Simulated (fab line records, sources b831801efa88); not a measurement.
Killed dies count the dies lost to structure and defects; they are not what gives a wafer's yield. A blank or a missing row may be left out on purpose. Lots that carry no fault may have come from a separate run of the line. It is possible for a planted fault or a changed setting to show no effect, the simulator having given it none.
The tool behind it: which one? ; flow gf180mcu ; 36 wafers from 12 lots sampled at 3 of the route's 602 steps

WHAT THE GAUGES SHOWED, per wafer
GF_V5_THK_MEAS_25: measures by xrf. Usual: V5_W_THK 348 nm, standard deviation 5.6.
lot;measured;on;V5_W_THK (nm);flag
L707;day 27 05:35;film-metro-02;342 344 356;
L708;day 27 17:06;film-metro-02;346 349 349;
L709;day 27 21:11;film-metro-04;345 343 338;
L710;day 28 00:40;film-metro-04;339 349 339;
L713;day 29 01:23;film-metro-02;351 351 339;
L714;day 29 15:56;film-metro-04;347 350 348;
L715;day 29 19:43;film-metro-03;350 344 349;
L716;day 29 20:51;film-metro-02;340 342 345;
L720;day 31 06:28;film-metro-03;349 345 352;
L723;day 31 20:31;film-metro-03;349 345 347;
L724;day 32 09:06;film-metro-03;350 354 354;
L727;day 32 21:00;film-metro-03;350 348 349;

EACH LOT AND THE TOOL THAT RAN IT (in order: tool; ch and the chambers of the sampled wafers; start)
lot;GF_V3_CVD_23;GF_V4_STRIP_18
L707;cvd-w-01 ch 0, day 22 10:32;plasma-asher-03 ch 0,1, day 24 09:46
L708;cvd-w-01 ch 0,1, day 23 00:14;plasma-asher-01 ch 0,1, day 24 22:42
L709;cvd-w-01 ch 0,1, day 23 04:00;plasma-asher-03 ch 0,1, day 25 02:22
L710;cvd-w-01 ch 0,1, day 23 07:52;plasma-asher-03 ch 0,1, day 25 06:35
L713;cvd-w-02 ch 0,1, day 24 10:38;plasma-asher-02 ch 0,1, day 26 07:36
L714;cvd-w-02 ch 0,1, day 25 03:58;plasma-asher-03 ch 0,1, day 27 00:28
L715;cvd-w-02 ch 0,1, day 25 08:44;plasma-asher-02 ch 0,1, day 27 05:37
L716;cvd-w-01 ch 0,1, day 25 11:10;plasma-asher-03 ch 0,1, day 27 06:58
L720;cvd-w-01 ch 0,1, day 26 23:44;plasma-asher-01 ch 0,1, day 28 17:58
L723;cvd-w-02 ch 0,1, day 27 18:26;plasma-asher-03 ch 0,1, day 29 10:24
L724;cvd-w-01 ch 0,1, day 28 07:13;plasma-asher-03 ch 0,1, day 29 23:24
L727;cvd-w-02 ch 0,1, day 28 20:54;plasma-asher-02 ch 0,1, day 30 12:53
- GF_V3_CVD_23: deposits W, target thk 350 nm, time 104.9 s.
- GF_V4_STRIP_18: strips in O2/N2.

AS READ BY THE TOOLS THEMSELVES (means over the sampled wafers that have a number; for cases with no such wafer, the mark the record gives instead)
GF_V3_CVD_23. Usual: heater-power-w at 889 W, with a standard deviation of 79.
lot;tool;heater-power-w (W);flag
L707;cvd-w-01;984;
L708;cvd-w-01;896;
L709;cvd-w-01;932;
L710;cvd-w-01;934;
L713;cvd-w-02;885;
L714;cvd-w-02;841;
L715;cvd-w-02;829;
L716;cvd-w-01;898;
L720;cvd-w-01;935;
L723;cvd-w-02;886;
L724;cvd-w-01;942;
L727;cvd-w-02;888;

GF_V4_STRIP_18. Usual: drypump-motor-current-A 5.79 A, standard deviation 0.3; heater-power-w 308 W, standard deviation 23; oes-product-au 0.592 a.u., standard deviation 0.0047; platen-temp-c 249.98 C, standard deviation 0.19.
lot;tool;drypump-motor-current-A (A);heater-power-w (W);oes-product-au (a.u.);platen-temp-c (C);flag
L707;plasma-asher-03;5.89;306;0.595;250.03;
L708;plasma-asher-01;6.13;308;0.594;249.73;
L709;plasma-asher-03;6.04;289;0.591;249.97;
L710;plasma-asher-03;6.05;286;0.589;250.06;
L713;plasma-asher-02;5.56;316;0.596;249.90;
L714;plasma-asher-03;6.04;288;0.586;250.09;
L715;plasma-asher-02;5.47;322;0.591;250.08;
L716;plasma-asher-03;5.87;307;0.595;249.99;
L720;plasma-asher-01;6.02;300;0.593;250.00;
L723;plasma-asher-03;5.88;300;0.593;249.94;
L724;plasma-asher-03;5.89;308;0.588;250.18;
L727;plasma-asher-02;5.58;314;0.589;250.20;

THE ANSWER, worked out from the rows above alone
Rule: lot off if the mean of its wafers having a number is beyond 3 standard deviations from the usual mean. A lot without any number at a reading at which 4 lots or more have one is off too. Any other lot the step has rows for is counted as sound. First the gauges in route order, then the tools' own readings, where a lot's mean is used as printed above. The first step at which some lot is off is used, and at that step the reading that is off furthest; a lot without a number counts as furthest.
No lot is off on any of the readings shown, so nothing can be concluded from this.

WHAT THE SIMULATOR HAD INSERTED
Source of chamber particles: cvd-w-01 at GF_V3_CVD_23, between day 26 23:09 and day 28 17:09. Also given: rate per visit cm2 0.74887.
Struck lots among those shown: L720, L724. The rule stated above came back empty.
